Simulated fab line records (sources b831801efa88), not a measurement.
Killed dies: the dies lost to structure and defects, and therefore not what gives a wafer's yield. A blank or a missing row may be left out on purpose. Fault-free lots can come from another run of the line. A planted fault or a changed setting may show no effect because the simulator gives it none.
What tool caused it? || flow gf180mcu || 18 wafers from 6 lots sampled at 3 of the route's 602 steps

WHAT THE GAUGES READ, wafer by wafer
GF_V5_RS_MEAS_24: measurement is done with a four-point probe.
{"lot": "L239", "measured": "day 27 15:07", "on": "film_metro-02", "V5_W_RS (ohm/sq)": "0.329 0.332 0.332"}
{"lot": "L245", "measured": "day 29 16:05", "on": "film_metro-01", "V5_W_RS (ohm/sq)": "0.330 0.329 0.327"}
{"lot": "L248", "measured": "day 30 16:46", "on": "film_metro-03", "V5_W_RS (ohm/sq)": "0.331 0.327 0.330"}
{"lot": "L253", "measured": "day 31 23:01", "on": "film_metro-03", "V5_W_RS (ohm/sq)": "0.305 0.333 0.306"}
{"lot": "L254", "measured": "day 32 03:28", "on": "film_metro-01", "V5_W_RS (ohm/sq)": "0.322 0.303 0.323"}
{"lot": "L261", "measured": "day 33 23:25", "on": "film_metro-03", "V5_W_RS (ohm/sq)": "0.331 0.333 0.330"}

TOOL THAT RAN EACH LOT (tool first, then ch and the chambers of the sampled wafers, then the start)
{"lot": "L239", "GF_MIM_CVD_05": "pecvd-01 ch 0,2, day 24 22:05", "GF_V5_CVD_23": "cvd_w-01 ch 0,1, day 27 15:01"}
{"lot": "L245", "GF_MIM_CVD_05": "pecvd-03 ch 1,2, day 27 02:51", "GF_V5_CVD_23": "cvd_w-02 ch 0,1, day 29 15:59"}
{"lot": "L248", "GF_MIM_CVD_05": "pecvd-02 ch 1,2, day 28 06:38", "GF_V5_CVD_23": "cvd_w-02 ch 0,1, day 30 16:38"}
{"lot": "L253", "GF_MIM_CVD_05": "pecvd-01 ch 0,1,2, day 29 13:38", "GF_V5_CVD_23": "cvd_w-02 ch 0,1, day 31 22:50"}
{"lot": "L254", "GF_MIM_CVD_05": "pecvd-03 ch 0,1,2, day 29 18:50", "GF_V5_CVD_23": "cvd_w-02 ch 0,1, day 32 03:20"}
{"lot": "L261", "GF_MIM_CVD_05": "pecvd-02 ch 0,1,2, day 31 18:40", "GF_V5_CVD_23": "cvd_w-01 ch 0,1, day 33 23:17"}
- GF_MIM_CVD_05: deposits Si3N4, target thk 42 nm, time 29.086 s.
- GF_V5_CVD_23: deposits W, target thk 350 nm, time 104.9 s.

THE ANSWER, worked out from the rows above alone
Rule: the usual values come from the lots themselves. The widest of any qualifying gaps counts: lots, ordered by their means at a reading, are off when they make up no more than a third of the lots, leave a main group of 4 or more, and stand apart from it by 3 or more times the standard deviation of that group's means. A main group whose means are all the same, to the digits that the tables above print for the reading, isn't used. A lot without any number at a reading at which 4 lots or more have one is off too. Where the step has rows for the other lots, those lots are counted as sound.
Off: L253, L254, at GF_V5_RS_MEAS_24 (V5_W_RS). Main group: mean 0.330 ohm/sq, sd 0.0011.
A tool fits if, at a process step before that reading, it ran every lot that is off, and no sound lot after the first of them. Gauges at GF_V5_RS_MEAS_24: tried the same way as those tools. One fits: GF_V5_CVD_23 on cvd_w-02. Its last sound lot is L248 (day 30 16:38), its first lot that is off L253 (day 31 22:50): a fault that began between those two fits.

WHAT WAS PUT IN BY THE SIMULATOR
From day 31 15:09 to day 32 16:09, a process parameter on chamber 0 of cvd_w-02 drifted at GF_V5_CVD_23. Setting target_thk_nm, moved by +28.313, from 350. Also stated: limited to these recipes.
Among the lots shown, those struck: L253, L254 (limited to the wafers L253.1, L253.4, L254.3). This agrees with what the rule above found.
